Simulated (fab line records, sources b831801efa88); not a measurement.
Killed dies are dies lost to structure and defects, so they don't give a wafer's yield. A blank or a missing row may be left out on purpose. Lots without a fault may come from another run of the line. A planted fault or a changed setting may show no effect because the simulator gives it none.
Which tool did it? | flow gf180mcu | 11 lots, 33 wafers sampled, at 7 steps of a route of 602

WHAT THE GAUGES READ, wafer by wafer
GF_NSD_TW_MEAS_12.
lot  | measured     | on            | NSD_TW
L150 | day 13 08:52 | film_metro-01 | 4315 4292 4324
L154 | day 14 16:58 | film_metro-04 | 4290 4288 4293
L155 | day 15 02:43 | film_metro-02 | 4295 4325 4305
L156 | day 15 05:10 | film_metro-04 | 4303 4329 4332
L157 | day 15 21:55 | film_metro-04 | 4325 4310 4324
L158 | day 16 00:38 | film_metro-04 | 4288 4266 4293
L159 | day 16 06:50 | film_metro-01 | 4293 4314 4329
L161 | day 17 05:31 | film_metro-01 | 4321 4310 4305
L164 | day 18 04:14 | film_metro-02 | 4265 4270 4277
L168 | day 19 13:41 | film_metro-02 | 4872 4887 4869
L169 | day 19 20:37 | film_metro-02 | 4908 4898 4895

GF_PSD_RS_MEAS_14: measures by four-point-probe.
lot  | measured     | on            | NSD_RS (ohm/sq)
L150 | day 14 05:00 | film_metro-02 | 45.98 46.11 46.06
L154 | day 15 14:59 | film_metro-01 | 46.18 46.18 46.24
L155 | day 16 00:29 | film_metro-02 | 46.11 46.09 46.11
L156 | day 16 03:08 | film_metro-02 | 46.09 46.19 46.07
L157 | day 16 21:04 | film_metro-01 | 46.28 46.21 46.29
L158 | day 16 23:30 | film_metro-04 | 46.13 46.13 46.07
L159 | day 17 05:52 | film_metro-04 | 46.19 46.33 46.27
L161 | day 18 05:30 | film_metro-04 | 46.24 46.20 46.14
L164 | day 19 04:56 | film_metro-04 | 46.18 46.07 46.18
L168 | day 20 13:57 | film_metro-02 | 25.53 25.48 25.52
L169 | day 20 21:11 | film_metro-04 | 25.55 25.48 25.53

GF_M1_OVL_MEAS_15.
lot  | measured     | on         | M1_OVL (nm)
L150 | day 17 00:50 | overlay-01 | -6 5 1
L154 | day 18 15:02 | overlay-02 | 10 1 3
L155 | day 19 02:04 | overlay-02 | 0 0 0
L156 | day 19 04:05 | overlay-02 | -2 1 -2
L157 | day 19 23:35 | overlay-02 | -11 3 -7
L158 | day 20 01:46 | overlay-02 | -8 -4 0
L159 | day 20 09:26 | overlay-02 | 10 15 16
L161 | day 21 09:56 | overlay-01 | -9 -2 -2
L164 | day 22 08:43 | overlay-02 | 6 0 6
L168 | day 23 15:14 | overlay-02 | 7 1 2
L169 | day 23 22:50 | overlay-02 | 6 7 1

WHICH TOOL RAN EACH LOT (tool, then ch and the chambers of the sampled wafers, then the start)
lot  | GF_NSD_IMPLANT_09               | GF_NSD_STRIP_11                      | GF_CONTACT_SPUTTER_23        | GF_CONTACT_CMP_27
L150 | implanter-03 ch 0, day 13 08:28 | plasma_asher-01 ch 0,1, day 13 08:46 | pvd_sputter-03, day 16 01:53 | cmp-01 ch 0,3, day 16 02:15
L154 | implanter-02 ch 0, day 14 16:34 | plasma_asher-03 ch 0,1, day 14 16:52 | pvd_sputter-01, day 17 14:14 | cmp-02 ch 0,3, day 17 14:33
L155 | implanter-02 ch 0, day 15 02:19 | plasma_asher-01 ch 0,1, day 15 02:37 | pvd_sputter-01, day 18 01:02 | cmp-02 ch 0,1,2, day 18 01:21
L156 | implanter-01 ch 0, day 15 04:46 | plasma_asher-02 ch 0,1, day 15 05:04 | pvd_sputter-04, day 18 03:08 | cmp-01 ch 0,2,3, day 18 03:27
L157 | implanter-03 ch 0, day 15 21:32 | plasma_asher-02 ch 0,1, day 15 21:48 | pvd_sputter-04, day 18 22:10 | cmp-01 ch 0,1,3, day 18 22:32
L158 | implanter-03 ch 0, day 16 00:14 | plasma_asher-01 ch 0,1, day 16 00:32 | pvd_sputter-01, day 19 00:49 | cmp-01 ch 1,2, day 19 01:08
L159 | implanter-01 ch 0, day 16 06:28 | plasma_asher-03 ch 0,1, day 16 06:44 | pvd_sputter-03, day 19 08:04 | cmp-02 ch 1,2,3, day 19 08:23
L161 | implanter-01 ch 0, day 17 05:07 | plasma_asher-02 ch 0,1, day 17 05:25 | pvd_sputter-03, day 20 09:02 | cmp-02 ch 0,2,3, day 20 09:22
L164 | implanter-02 ch 0, day 18 03:53 | plasma_asher-03 ch 0,1, day 18 04:08 | pvd_sputter-03, day 21 08:14 | cmp-01 ch 1,2,3, day 21 08:44
L168 | implanter-03 ch 0, day 19 13:18 | plasma_asher-02 ch 0,1, day 19 13:35 | pvd_sputter-03, day 22 14:58 | cmp-01 ch 0,1,3, day 22 15:17
L169 | implanter-01 ch 0, day 19 20:13 | plasma_asher-03 ch 0,1, day 19 20:31 | pvd_sputter-03, day 22 23:25 | cmp-02 ch 0,1,3, day 22 23:47
- GF_NSD_IMPLANT_09
- GF_NSD_STRIP_11: strips in O2/N2.
- GF_CONTACT_SPUTTER_23: material TiN, target thk 10 nm, time 40 s.
- GF_CONTACT_CMP_27: polishes, stops on SiO2, t overpolish 15 s, target thk 0 nm.

WHAT THE TOOLS THEMSELVES READ (means of the sampled wafers that have a number; where no wafer has one, the mark that the record gives instead)
GF_NSD_IMPLANT_09.
lot  | tool         | end_station_pressure_torr (Torr)
L150 | implanter-03 | 1.20e-05
L154 | implanter-02 | 1.16e-05
L155 | implanter-02 | 1.13e-05
L156 | implanter-01 | 1.39e-05
L157 | implanter-03 | 1.23e-05
L158 | implanter-03 | 1.26e-05
L159 | implanter-01 | 1.44e-05
L161 | implanter-01 | 1.38e-05
L164 | implanter-02 | 1.18e-05
L168 | implanter-03 | 1.23e-05
L169 | implanter-01 | 1.40e-05

GF_NSD_STRIP_11.
lot  | tool            | drypump_motor_current_A (A) | heater_power_w (W) | oes_product_au (a.u.) | strip_time_to_endpoint_s (s)
L150 | plasma_asher-01 | 6.1                         | 309                | 0.488                 | 22.93
L154 | plasma_asher-03 | 6.1                         | 296                | 0.488                 | 22.94
L155 | plasma_asher-01 | 6.1                         | 305                | 0.490                 | 22.91
L156 | plasma_asher-02 | 5.0                         | 307                | 0.485                 | 22.91
L157 | plasma_asher-02 | 5.0                         | 309                | 0.486                 | 23.00
L158 | plasma_asher-01 | 6.0                         | 302                | 0.490                 | 23.01
L159 | plasma_asher-03 | 6.3                         | 283                | 0.490                 | 22.90
L161 | plasma_asher-02 | 5.2                         | 306                | 0.487                 | 22.98
L164 | plasma_asher-03 | 6.3                         | 285                | 0.489                 | 22.96
L168 | plasma_asher-02 | 5.1                         | 304                | 0.452                 | 26.38
L169 | plasma_asher-03 | 6.1                         | 296                | 0.454                 | 26.36

GF_CONTACT_SPUTTER_23.
lot  | tool           | throttle_valve_pct (%)
L150 | pvd_sputter-03 | 30.0
L154 | pvd_sputter-01 | 29.5
L155 | pvd_sputter-01 | 30.7
L156 | pvd_sputter-04 | 29.3
L157 | pvd_sputter-04 | 29.4
L158 | pvd_sputter-01 | 31.4
L159 | pvd_sputter-03 | 30.6
L161 | pvd_sputter-03 | 30.4
L164 | pvd_sputter-03 | 31.7
L168 | pvd_sputter-03 | 30.4
L169 | pvd_sputter-03 | 31.6

GF_CONTACT_CMP_27.
lot  | tool   | motor_current_A (A) | overpolish_run_s (s) | time_to_endpoint_s (s)
L150 | cmp-01 | 11.7                | 14.997               | 72
L154 | cmp-02 | 9.6                 | 15.012               | 75
L155 | cmp-02 | 10.2                | 15.000               | 68
L156 | cmp-01 | 11.5                | 15.011               | 74
L157 | cmp-01 | 11.5                | 14.990               | 72
L158 | cmp-01 | 11.7                | 14.988               | 76
L159 | cmp-02 | 10.0                | 15.008               | 72
L161 | cmp-02 | 9.9                 | 15.008               | 77
L164 | cmp-01 | 11.7                | 14.995               | 76
L168 | cmp-01 | 11.3                | 15.001               | 71
L169 | cmp-02 | 9.2                 | 15.001               | 70

THE ANSWER, worked out from the rows above alone
Rule: what is usual is taken from the lots themselves. Put in order of their means at a reading, lots are off if they are a third of the lots or fewer, leave a main group of 4 or more, and stand apart from it by a gap of 3 or more times the standard deviation of the main group's means; of several such gaps the widest counts. A main group whose means are all the same, to the digits that the tables above print for the reading, isn't used. A lot without any number at a reading at which 4 lots or more have one is off too. The other lots that the step has rows for count as sound. The gauges are gone through in route order, then the tools' own readings, and for those a lot's mean is taken as printed above. The first step at which some lot is off is used, and at that step the reading that is off furthest; a lot without a number counts as furthest.
Off: L168, L169, at GF_NSD_TW_MEAS_12 (NSD_TW). The main group: mean 4303, standard deviation 17.
A tool fits if, at a process step before that reading, it ran every lot that is off, and no sound lot after the first of them. The gauges at GF_NSD_TW_MEAS_12 aren't tried: what is off there is off at GF_NSD_STRIP_11 too, on other tools, and a gauge's error can't cause that. None of those tried fits.

WHAT THE SIMULATOR HAD PUT IN
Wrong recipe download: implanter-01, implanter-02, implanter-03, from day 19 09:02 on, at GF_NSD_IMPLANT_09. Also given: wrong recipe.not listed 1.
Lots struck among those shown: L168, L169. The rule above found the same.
